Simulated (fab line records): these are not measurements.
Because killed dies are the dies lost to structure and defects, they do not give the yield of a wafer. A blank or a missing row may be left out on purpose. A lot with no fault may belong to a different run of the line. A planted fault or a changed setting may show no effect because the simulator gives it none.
Which of the tools did it?    flow gf180mcu    11 lots with 33 wafers sampled at 7 steps, on a route of 602 steps

== WHAT EACH GAUGE READ, for each wafer ==
GF_V3_THK_MEAS_03.
lot   measured      on             V3_CVD_02_THK (nm)
L504  day 22 13:25  film_metro-03  845 850 853
L506  day 23 07:44  film_metro-03  834 840 860
L507  day 23 17:07  film_metro-01  835 836 846
L508  day 24 04:55  film_metro-03  860 866 856
L510  day 24 18:08  film_metro-04  851 835 853
L518  day 27 18:44  film_metro-03  833 855 855
L519  day 28 08:11  film_metro-04  837 842 851
L520  day 28 12:02  film_metro-01  839 832 837
L522  day 28 13:48  film_metro-04  834 840 851
L523  day 29 03:46  film_metro-03  849 852 864
L524  day 29 07:26  film_metro-04  841 842 866

GF_V3_RS_MEAS_24: measures by four-point-probe.
lot   measured      on             V3_W_RS (ohm/sq)
L504  day 23 14:13  film_metro-01  0.325 0.317 0.331
L506  day 24 07:15  film_metro-03  0.328 0.330 0.329
L507  day 24 17:04  film_metro-01  0.331 0.329 0.333
L508  day 25 04:49  film_metro-03  0.260 0.254 0.263
L510  day 25 17:31  film_metro-04  0.263 0.253 0.262
L518  day 28 16:03  film_metro-03  0.326 0.323 0.323
L519  day 29 05:07  film_metro-04  0.316 0.328 0.316
L520  day 29 08:33  film_metro-01  0.321 0.327 0.318
L522  day 29 10:48  film_metro-01  0.325 0.323 0.320
L523  day 30 00:20  film_metro-03  0.329 0.332 0.329
L524  day 30 03:40  film_metro-01  0.331 0.328 0.328

GF_V3_THK_MEAS_25: measures by xrf.
lot   measured      on             V3_W_THK (nm)
L504  day 23 14:19  film_metro-01  332 340 326
L506  day 24 07:22  film_metro-03  329 328 329
L507  day 24 17:11  film_metro-01  328 326 325
L508  day 25 04:55  film_metro-03  405 415 398
L510  day 25 17:38  film_metro-04  412 427 416
L518  day 28 16:10  film_metro-03  331 335 334
L519  day 29 05:14  film_metro-04  345 331 345
L520  day 29 08:40  film_metro-01  331 328 336
L522  day 29 10:54  film_metro-01  329 331 333
L523  day 30 00:26  film_metro-03  326 323 327
L524  day 30 03:46  film_metro-01  325 329 328

GF_M4_THK_MEAS_06: measures by xrf.
lot   measured      on             M4_ALCU_THK (nm)
L504  day 23 15:01  film_metro-01  457 450 446
L506  day 24 08:04  film_metro-03  446 447 447
L507  day 24 17:53  film_metro-02  446 446 446
L508  day 25 05:37  film_metro-01  449 449 449
L510  day 25 18:20  film_metro-03  448 445 445
L518  day 28 16:54  film_metro-01  438 443 440
L519  day 29 05:56  film_metro-03  451 456 453
L520  day 29 09:22  film_metro-01  459 453 455
L522  day 29 11:36  film_metro-02  454 453 458
L523  day 30 01:08  film_metro-01  447 448 444
L524  day 30 04:28  film_metro-03  453 457 454

== EACH LOT AND THE TOOL THAT RAN IT (in order: tool; ch and the chambers of the sampled wafers; start) ==
lot   GF_V3_SPUTTER_21              GF_V3_CVD_23                   GF_V3_CMP_26
L504  pvd_sputter-02, day 23 13:59  cvd_w-02 ch 0,1, day 23 14:05  cmp-02 ch 1,2,3, day 23 14:28
L506  pvd_sputter-03, day 24 07:02  cvd_w-01 ch 0,1, day 24 07:08  cmp-01 ch 0,1,3, day 24 07:29
L507  pvd_sputter-03, day 24 16:50  cvd_w-01 ch 0,1, day 24 16:56  cmp-01 ch 1,2,3, day 24 17:14
L508  pvd_sputter-02, day 25 04:34  cvd_w-02 ch 0,1, day 25 04:41  cmp-01 ch 0,1,3, day 25 05:00
L510  pvd_sputter-02, day 25 17:19  cvd_w-02 ch 0,1, day 25 17:25  cmp-02 ch 0,3, day 25 17:45
L518  pvd_sputter-02, day 28 15:47  cvd_w-01 ch 1, day 28 15:53    cmp-01 ch 0,3, day 28 16:19
L519  pvd_sputter-03, day 29 04:55  cvd_w-02 ch 0,1, day 29 05:01  cmp-02 ch 1,3, day 29 05:18
L520  pvd_sputter-01, day 29 08:20  cvd_w-02 ch 0,1, day 29 08:26  cmp-02 ch 1,2,3, day 29 08:44
L522  pvd_sputter-02, day 29 10:32  cvd_w-01 ch 0,1, day 29 10:41  cmp-02 ch 2,3, day 29 10:56
L523  pvd_sputter-01, day 30 00:06  cvd_w-01 ch 0,1, day 30 00:12  cmp-02 ch 1,3, day 30 00:32
L524  pvd_sputter-01, day 30 03:26  cvd_w-01 ch 1, day 30 03:32    cmp-01 ch 1,3, day 30 03:49
- GF_V3_SPUTTER_21: material Ti, target thk 15 nm, time 80.02 s.
- GF_V3_CVD_23: deposits W, target thk 350 nm, time 104.9 s.
- GF_V3_CMP_26: polishes, stops on SiO2, t overpolish 15 s, target thk 0 nm.

== AS READ BY THE TOOLS THEMSELVES (means over the sampled wafers that have a number; for cases with no such wafer, the mark the record gives instead) ==
GF_V3_SPUTTER_21.
lot   tool            throttle_valve_pct (%)
L504  pvd_sputter-02  29.5
L506  pvd_sputter-03  30.0
L507  pvd_sputter-03  29.6
L508  pvd_sputter-02  29.4
L510  pvd_sputter-02  29.8
L518  pvd_sputter-02  29.7
L519  pvd_sputter-03  30.3
L520  pvd_sputter-01  29.0
L522  pvd_sputter-02  30.1
L523  pvd_sputter-01  30.1
L524  pvd_sputter-01  29.9

GF_V3_CVD_23.
lot   tool      heater_power_w (W)  susceptor_temp_C (C)
L504  cvd_w-02  848                 400.00
L506  cvd_w-01  987                 400.03
L507  cvd_w-01  1023                399.84
L508  cvd_w-02  914                 412.80
L510  cvd_w-02  918                 412.48
L518  cvd_w-01  1080                399.74
L519  cvd_w-02  905                 399.71
L520  cvd_w-02  893                 400.07
L522  cvd_w-01  1034                400.28
L523  cvd_w-01  1025                399.77
L524  cvd_w-01  1080                400.05

GF_V3_CMP_26.
lot   tool    motor_current_A (A)  time_to_endpoint_s (s)
L504  cmp-02  10.5                 86
L506  cmp-01  10.8                 83
L507  cmp-01  11.3                 81
L508  cmp-01  10.6                 109
L510  cmp-02  11.7                 108
L518  cmp-01  10.6                 87
L519  cmp-02  10.8                 89
L520  cmp-02  10.2                 90
L522  cmp-02  10.8                 88
L523  cmp-02  10.9                 84
L524  cmp-01  10.7                 84

== THE ANSWER, worked out from the rows above alone ==
Rule: the usual values come from the lots themselves. Put in order of their means at a reading, lots are off if they are a third of the lots or fewer, leave a main group of 4 or more, and stand apart from it by a gap of 3 or more times the standard deviation of the main group's means; of several such gaps the widest counts. A main group is skipped when, at the precision printed for the reading in the tables above, its means are all equal. Also off: a lot with no number at a reading for which 4 or more lots have one. Where the step has rows for the other lots, those lots are counted as sound. First the gauges in route order, then the tools' own readings, where a lot's mean is used as printed above. At the first step where some lot is off, the reading lying furthest off is the one used; lots without a number count as furthest.
Off: at GF_V3_RS_MEAS_24 (V3_W_RS), L508, L510. The main group has a mean of 0.326 ohm/sq with a standard deviation of 0.0038.
If a tool, at a process step before that reading, ran all the lots that are off and no sound lot after the first of them, it fits. The gauges at GF_V3_RS_MEAS_24 aren't tried: what is off there is off at GF_V3_CVD_23 too, on other tools, and a gauge's error can't cause that. No candidate that was tried fits.

== WHAT HAD BEEN PUT IN BY THE SIMULATOR ==
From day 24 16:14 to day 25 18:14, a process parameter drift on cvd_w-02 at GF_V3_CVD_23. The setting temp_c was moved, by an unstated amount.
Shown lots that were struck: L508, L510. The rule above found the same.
